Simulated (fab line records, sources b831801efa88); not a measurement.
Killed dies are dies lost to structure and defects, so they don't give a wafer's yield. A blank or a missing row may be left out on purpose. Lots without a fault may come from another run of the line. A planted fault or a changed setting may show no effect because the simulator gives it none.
Which tool did it? | flow sky130 | 12 lots, 34 wafers sampled, at 1 step of a route of 708

WHAT THE GAUGES READ, wafer by wafer
SKY_VT_ADJUST_HVTP_CD_MEAS_07: target cd 380 nm. Usual: cd_nm 380.0 nm, standard deviation 2.4.
lot  | measured     | on        | cd_nm (nm)        | flag
L608 | day 6 03:32  | cd_sem-01 | 379.5 378.2 380.7 |
L609 | day 6 08:59  | cd_sem-02 | 382.5 382.1 383.1 |
L610 | day 6 16:07  | cd_sem-02 | 378.3 379.9 378.8 |
L611 | day 7 01:10  | cd_sem-01 | 378.2 381.2 381.1 |
L617 | day 8 10:16  | cd_sem-02 | 377.0 375.2       |
L618 | day 8 14:37  | cd_sem-01 | 381.6 382.9 384.4 |
L621 | day 9 10:25  | cd_sem-01 | 378.7 380.2       |
L625 | day 10 19:44 | cd_sem-02 | 384.5 380.2 380.6 |
L628 | day 11 11:13 | cd_sem-01 | 382.2 382.3 380.5 |
L629 | day 11 22:07 | cd_sem-01 | 381.7 376.9 379.4 |
L630 | day 11 23:20 | cd_sem-01 | 379.7 381.5 381.0 |
L631 | day 12 06:20 | cd_sem-02 | 381.2 381.1 378.2 |

WHICH TOOL RAN EACH LOT (tool, then ch and the chambers of the sampled wafers, then the start)
The record holds no process step before these readings.

WHAT THE TOOLS THEMSELVES READ (means of the sampled wafers that have a number; where no wafer has one, the mark that the record gives instead)
The record holds no such reading with a usual standard deviation.

THE ANSWER, worked out from the rows above alone
Rule: a lot is off if the mean of its wafers that have a number lies more than 3 standard deviations from the usual mean. A lot without any number at a reading at which 4 lots or more have one is off too. The other lots that the step has rows for count as sound. The gauges are gone through in route order, then the tools' own readings, and for those a lot's mean is taken as printed above. The first step at which some lot is off is used, and at that step the reading that is off furthest; a lot without a number counts as furthest.
No lot is off at any reading shown: from this, nothing can be told.

WHAT THE SIMULATOR HAD PUT IN
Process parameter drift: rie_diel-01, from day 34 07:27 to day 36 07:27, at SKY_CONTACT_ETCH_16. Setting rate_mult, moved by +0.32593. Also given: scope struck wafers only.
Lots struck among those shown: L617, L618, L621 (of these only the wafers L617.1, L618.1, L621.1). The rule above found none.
